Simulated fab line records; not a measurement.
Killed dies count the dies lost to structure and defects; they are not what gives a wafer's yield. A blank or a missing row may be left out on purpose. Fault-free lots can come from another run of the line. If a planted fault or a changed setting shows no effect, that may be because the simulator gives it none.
A single fault, viewed from 2 desks | flow sfq line | every desk sees just its own numbers, and what lay behind them comes last

## METROLOGY DESK
What the gauges read for every lot (on any tool): the sampled wafers with a number, averaged. A lot is out of limits, marked OUT, if its mean lies more than 4 standard deviations from the usual mean; the brackets give that distance.
Columns: A = M0_NB_RS at SFQ_M0_RS_MEAS_904, usual 0.891 ohm/sq; B = I1_OVL at SFQ_I1_OVL_MEAS_913, usual 1 nm; C = M3_OVL at SFQ_M3_OVL_MEAS_921, usual -4 nm
lot  | first seen here | A                | B  | C
L743 | day 6 19:04     | 0.895            | 2  | -5
L744 | day 7 01:52     | 0.894            | 4  | -10
L745 | day 7 10:28     | 0.900            | 1  | -6
L747 | day 7 22:04     | 0.887            | 6  | -0
L748 | day 8 04:44     | 0.878            | 4  | -7
L754 | day 9 20:32     | 0.855 (-4.5) OUT | 7  | -3
L755 | day 9 22:55     | 0.889            | -5 | -1
L756 | day 10 06:04    | 0.865            | -1 | -9
L759 | day 11 04:55    | 0.879            | 6  | -14
L761 | day 12 00:05    | 0.904            | 6  | -14
L763 | day 12 18:57    | 0.887            | 2  | -6
L764 | day 13 02:07    | 0.889            | 2  | -2
L765 | day 13 10:31    | 0.895            | -4 | -7
L766 | day 13 17:43    | 0.885            | -2 | -7
This desk's finding: out of limits on L754; first on L754, day 9 20:32 (M0_NB_RS at SFQ_M0_RS_MEAS_904). L743, L744, L745, L747, L748, L755, L756, L759, L761, L763, L764, L765, L766: within limits.

## FOR THE TOOL OWNER'S DESK: pvd sputter-06
The tool's own readings at SFQ_TRILAYER_M0_DEP_SPUTTER_019 (material Nb, target thk 200 nm, time 133.3 s): means of the sampled wafers that have a number, for each lot that ran on this tool. A lot is out of limits, marked OUT, if its mean lies more than 4 standard deviations from the usual mean; the brackets give that distance.
Columns: A = cathode dc power W at SFQ_TRILAYER_M0_DEP_SPUTTER_019, usual 2000.0 W; B = throttle valve pct at SFQ_TRILAYER_M0_DEP_SPUTTER_019, usual 29.9 %
lot  | first seen here | A                        | B
L747 | day 7 21:55     | 1999.7                   | 29.3
L754 | day 9 20:24     | 2087.1 (+99 or more) OUT | 30.3
L756 | day 10 05:59    | 2086.9 (+99 or more) OUT | 29.6
This desk's finding: out of limits on L754, L756; first on L754, day 9 20:24 (cathode dc power W at SFQ_TRILAYER_M0_DEP_SPUTTER_019). L747: within limits.

## ALL TOGETHER
At day 9 20:24, on L754, L756, the tool owner's desk was in a position to raise an alarm.
At day 9 20:32 the metrology desk could have sounded an alarm, on L754.
The metrology desk has L756 on record, within its limits.
SFQ_TRILAYER_M0_DEP_SPUTTER_019 was run on pvd sputter-06 by each of the lots named.

## WHAT THE SIMULATOR PUT IN
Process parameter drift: pvd sputter-06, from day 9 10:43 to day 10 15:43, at SFQ_TRILAYER_M0_DEP_SPUTTER_019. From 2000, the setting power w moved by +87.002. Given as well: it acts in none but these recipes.
Struck lots among those shown: L754, L756.
Delay (hours) between the fault's onset and each desk's first out-of-limits reading: 10 at the tool owner's desk, 10 at the metrology desk.
